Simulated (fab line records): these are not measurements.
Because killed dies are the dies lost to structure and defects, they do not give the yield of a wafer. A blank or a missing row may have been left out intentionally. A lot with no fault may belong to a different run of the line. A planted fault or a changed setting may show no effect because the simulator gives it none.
Struck lot and sound lot, side by side	flow sky130	43 steps out of a route of 708
Sound: wafers L178.1, L178.3, L178.6. Wafers L182.1, L182.2, L182.4 were the ones struck. Last of all comes the cause.
Order at every step that has rows: each side's tool, ch and its chambers, its first start. Under that, the readings that differ: sound wafers	struck wafers	difference of the means	sigmas: that difference in standard deviations of wafers without a fault.
alike: readings whose means differ by less than 2 such deviations, and words and numbers that are the same on both sides. not compared: withheld readings, readings that some wafer has no value for, bounds like >300 that may hide the same value, and numbers for which the record gives no deviation and whose values overlap.
Wherever a step has rows on one side only, a row that says differs or no value, or a row with sigmas, the two part there. When numbers do not overlap yet have no deviation, they are printed without sigmas and do not part them. A reading that every wafer of one side lacks parts them only if that side has two wafers or more.

first, 5 steps without rows for these wafers: SKY_METAL3_COAT_08 (resist thk 1140 nm); SKY_METAL3_SOFTBAKE_09 (time 90 s); SKY_METAL3_EXPOSE_10 (exposes mask MM3, target cd 300 nm); SKY_METAL3_PEB_11; SKY_METAL3_DEVELOP_12 (develop time 60 s).
SKY_METAL3_CD_MEAS_13: the cd target is 300 nm.
  sound on cd-sem-02 at day 38 12:01; struck on cd-sem-02 at day 39 22:31
  alike: cd-nm
SKY_METAL3_OVL_MEAS_14:
  sound on overlay-02 at day 38 12:08; struck on overlay-01 at day 39 22:38
  alike: METAL3_OVL
then, 5 steps without rows for these wafers: SKY_METAL3_DESCUM_15 (chemistry O2, time 8 s); SKY_METAL3_ETCH_16 (etches BARC in N2/H2, stops on SiO2, time 88.2 s, target depth 60 nm); SKY_METAL3_ETCH_17 (etches SiO2 in C4F8/O2/Ar, stops on TiN, time 3.9 s, target depth 15 nm); SKY_METAL3_METAL_ETCH_18 (etches the open film in Cl2/BCl3, stops on SiO2, target depth 845 nm, time 183.1 s); SKY_METAL3_STRIP_19 (strips in O2/N2).
SKY_METAL3_STRIP_20: strips in post etch residue remover, time 1200 s.
  sound on wet-bench-04 ch 2, day 38 12:36; struck on wet-bench-01 ch 3, day 39 23:06
then, 3 steps without rows for these wafers: SKY_METAL3_CLEAN_21 (cleans in IPA, time 180 s); SKY_METAL3_CLEAN_22 (cleans in O3/DIW); SKY_VIA3_HDPCVD_00 (deposits SiO2, target thk 1635 nm, time 272.5 s).
SKY_VIA3_THK_MEAS_01:
  sound on film-metro-04 at day 38 13:16; struck on film-metro-02 at day 39 23:54
  alike: VIA3_HDPCVD_THK
SKY_VIA3_CMP_02: polishes SiO2.
  sound on cmp-01 ch 1,2,3, day 38 13:37; struck on cmp-02 ch 0,1,2, day 39 23:58
  alike: motor-current-A
SKY_VIA3_BOW_MEAS_03:
  sound on film-metro-02 at day 38 13:49; struck on film-metro-02 at day 40 00:16
  alike: VIA3_BOW
then, 8 steps without rows for these wafers: SKY_VIA3_DEHYDRATE_04 (time 60 s); SKY_VIA3_HMDS_05 (prime time 60 s); SKY_VIA3_COAT_06 (resist thk 60 nm); SKY_VIA3_COAT_07 (resist thk 450 nm); SKY_VIA3_SOFTBAKE_08 (time 88.45 s); SKY_VIA3_EXPOSE_09 (exposes mask VIM3, target cd 200 nm); SKY_VIA3_PEB_10; SKY_VIA3_DEVELOP_11 (develop time 60 s).
SKY_VIA3_CD_MEAS_12: the cd target is 200 nm.
  sound on cd-sem-02 at day 39 14:43; struck on cd-sem-01 at day 41 00:34
  alike: cd-nm
SKY_VIA3_OVL_MEAS_13:
  sound on overlay-02 at day 39 14:50; struck on overlay-02 at day 41 00:42
  alike: VIA3_OVL
SKY_VIA3_ETCH_14: etches BARC in N2/H2, stops on SiO2, time 45.9 s, target depth 60 nm.
  sound on rie-diel-03 ch 0,1,3, day 39 14:52; struck on rie-diel-02 ch 0,1,2, day 41 00:44
  alike: drypump-motor-current-A, oes-product-au, throttle-valve-pct
  not compared: rf-hours-counter-h
SKY_VIA3_ETCH_15: etches SiO2 in C4F8/O2/Ar, stops on TiN, target depth 507 nm, time 78 s.
  sound on rie-diel-03 ch 0,1,3, day 39 14:55; struck on rie-diel-02 ch 0,1,2, day 41 00:46
  alike: oes-product-au
  not compared: rf-hours-counter-h
then, 6 steps without rows for these wafers: SKY_VIA3_STRIP_16 (strips in O2/N2); SKY_VIA3_STRIP_17 (strips in post etch residue remover, time 1200 s); SKY_VIA3_CLEAN_18 (cleans in IPA, time 180 s); SKY_VIA3_CLEAN_19 (cleans in O3/DIW); SKY_VIA3_SPUTTER_20 (material TiN, target thk 20 nm, time 80 s); SKY_VIA3_CVD_21 (deposits W, target thk 390 nm, time 117.31 s).
SKY_VIA3_RS_MEAS_22: measurement is done with a four-point probe.
  sound on film-metro-02 at day 39 15:46; struck on film-metro-03 at day 41 01:38
  alike: VIA3_W_RS
SKY_VIA3_THK_MEAS_23: measures by xrf.
  sound on film-metro-02 at day 39 15:53; struck on film-metro-03 at day 41 01:46
  alike: VIA3_W_THK
then, 1 step without rows for these wafers: SKY_VIA3_CMP_24 (polishes, stops on SiO2, t overpolish 20 s, target thk 0 nm).
SKY_METAL4_SPUTTER_00: material Ti, target thk 15 nm, time 10 s.
  sound on pvd-sputter-01 at day 39 16:14; struck on pvd-sputter-04 at day 41 02:07
reading	sound	struck	difference	sigmas
throttle-valve-pct (%)	30.0 30.4 29.8	31.7 32.0 31.6	+1.7	+2
SKY_METAL4_SPUTTER_01: material TiN, target thk 20 nm, time 16.7 s.
  sound on pvd-sputter-01 at day 39 16:16; struck on pvd-sputter-04 at day 41 02:08
reading	sound	struck	difference	sigmas
throttle-valve-pct (%)	29.9 30.4 30.1	31.6 31.6 31.9	+1.6	+2
-- the record jumps here: 6 days lie between the struck wafers' starts before and after (it left off in module METAL4 and takes up again in module PAD_OPEN, whose first step shown is number 708 of the route) --
SKY_PAD_OPEN_PROBE_99:
  sound on prober-02 at day 45 17:51; struck on prober-02 at day 46 22:57
reading	sound	struck	difference	sigmas
defect-limited-yield (%)	81.1 81.5 80.7	76.0 72.0 75.2	-6.7	-4
killed_at_M0_to_M3	46 42 43	74 97 87	+42	+6
killed-dies	93 91 95	118 138 122	+33	+4
sort_bin_3_pad_short (%)	1.8 0.4 1.6	3.3 2.4 4.1	+2.0	+4
sort_bin_5_function (%)	9.8 12.2 11.4	14.6 15.9 14.6	+3.9	+2
sort-n-pass	399 401 397	374 354 370	-33	-4
sort-yield-pct (%)	81.1 81.5 80.7	76.0 72.0 75.2	-6.7	-4
model.etest.tester.sort-n-pass	399 401 397	374 354 370	-33	
model.etest.tester.sort-yield-pct (%)	81.1 81.5 80.69	76.02 71.95 75.2	-6.71	
model.etest.tester.sort_bin_5_pct (%)	9.756 12.2 11.38	14.63 15.85 14.63	+3.92	
model.etest.tester.sort_bin_3_pct (%)	1.829 0.4065 1.626	3.252 2.439 4.065	+1.965	
  alike: killed_at_M4_up, killed-at-contacts, killed-at-front-end, killed-at-other, killed-open, killed-short, sort_bin_6_memory

WHERE THEY PART
First at SKY_METAL4_SPUTTER_00; last, within this record, at SKY_PAD_OPEN_PROBE_99.

WHY: what had been put in by the simulator
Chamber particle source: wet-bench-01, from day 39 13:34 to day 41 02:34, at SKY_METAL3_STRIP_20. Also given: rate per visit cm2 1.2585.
